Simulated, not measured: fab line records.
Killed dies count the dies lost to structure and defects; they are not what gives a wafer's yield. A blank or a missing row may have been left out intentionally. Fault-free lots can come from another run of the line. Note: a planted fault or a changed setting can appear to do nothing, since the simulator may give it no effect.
Matching of chambers | flow sky130 | cmp-01 running SKY_VIA3_CMP_02: 4 sister chambers
The step polishes SiO2. 30 wafers are shown with their chamber, then 12 later ones without.

## WAFERS, EACH WITH ITS CHAMBER
wafer  | chamber | motor current A (A) | edge zone pressure frac
L074.3 | 0       | 12.2                | 1.002
L074.4 | 3       | 14.4                | 1.003
L074.6 | 1       | 12.4                | 1.007
L075.1 | 0       | 11.4                | 1.007
L075.3 | 1       | 12.2                | 0.999
L075.4 | 2       | 12.9                | 0.988
L077.4 | 2       | 12.9                | 0.998
L077.5 | 1       | 12.3                | 0.990
L077.6 | 2       | 13.1                | 0.995
L076.4 | 1       | 12.3                | 0.997
L076.5 | 0       | 11.5                | 0.997
L076.6 | 1       | 12.2                | 1.003
L079.1 | 0       | 11.5                | 0.992
L079.2 | 2       | 13.3                | 0.994
L079.3 | 3       | 15.1                | 1.003
L081.1 | 0       | 11.6                | 1.008
L081.2 | 3       | 14.0                | 0.994
L081.4 | 1       | 12.0                | 1.006
L080.1 | 3       | 14.6                | 0.996
L080.2 | 1       | 11.5                | 0.991
L080.4 | 0       | 12.0                | 1.002
L084.2 | 3       | 14.2                | 1.007
L084.4 | 0       | 11.8                | 0.993
L084.5 | 0       | 11.4                | 0.998
L083.2 | 2       | 13.2                | 1.005
L083.4 | 1       | 12.4                | 1.002
L083.6 | 0       | 11.2                | 0.993
L085.1 | 0       | 11.9                | 0.997
L085.2 | 3       | 15.2                | 1.008
L085.3 | 2       | 13.3                | 0.995

SIGNATURES, as means of the wafers listed above
reading                 | chamber 0 | chamber 1 | chamber 2 | chamber 3 | scatter within a chamber
motor current A         | 11.650    | 12.162    | 13.117    | 14.583    | 0.331
edge zone pressure frac | 0.99890   | 0.99938   | 0.99583   | 1.00183   | 0.00587
Rule: a wafer lies at a distance from a chamber equal to the root of the sum of squares, over the readings, of (its reading less the chamber's mean, divided by the reading's scatter). The wafer belongs to the nearest chamber; if the next one is less than 2 further off, it can't be placed. How the scatter is found: for the shown wafers, subtract from each reading the mean of its chamber, square and add these, divide the total by (wafers less chambers), then take the root.

## WAFERS WITHOUT THEIR CHAMBER
wafer  | motor current A (A) | edge zone pressure frac
L092.1 | 14.4                | 1.001
L092.2 | 12.2                | 1.002
L092.5 | 13.1                | 1.004
L095.1 | 11.8                | 0.999
L095.4 | 11.8                | 1.002
L095.6 | 14.9                | 1.001
L096.1 | 12.0                | 1.007
L096.3 | 13.8                | 1.004
L096.6 | 12.3                | 1.004
L097.2 | 12.1                | 0.998
L097.4 | 12.6                | 1.000
L097.6 | 11.1                | 1.002

## WHICH CHAMBER EACH WENT THROUGH
wafer  | from the rows above          | in truth
L092.1 | 3                            | 3
L092.2 | can't be placed: 1 or 0      | 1
L092.5 | can't be placed: 2 or 1      | 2
L095.1 | can't be placed: 0 or 1      | 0
L095.4 | can't be placed: 0 or 1      | 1
L095.6 | 3                            | 3
L096.1 | can't be placed: 1 or 0      | 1
L096.3 | can't be placed: 3 or 2      | 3
L096.6 | can't be placed: 1 or 0 or 2 | 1
L097.2 | can't be placed: 1 or 0      | 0
L097.4 | can't be placed: 1 or 2 or 0 | 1
L097.6 | can't be placed: 0 or 1      | 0
Correct placement for 2 of the 12. Can't be placed from these rows: 10 (the true chamber is among the candidates in 10). 0 placed wrongly.
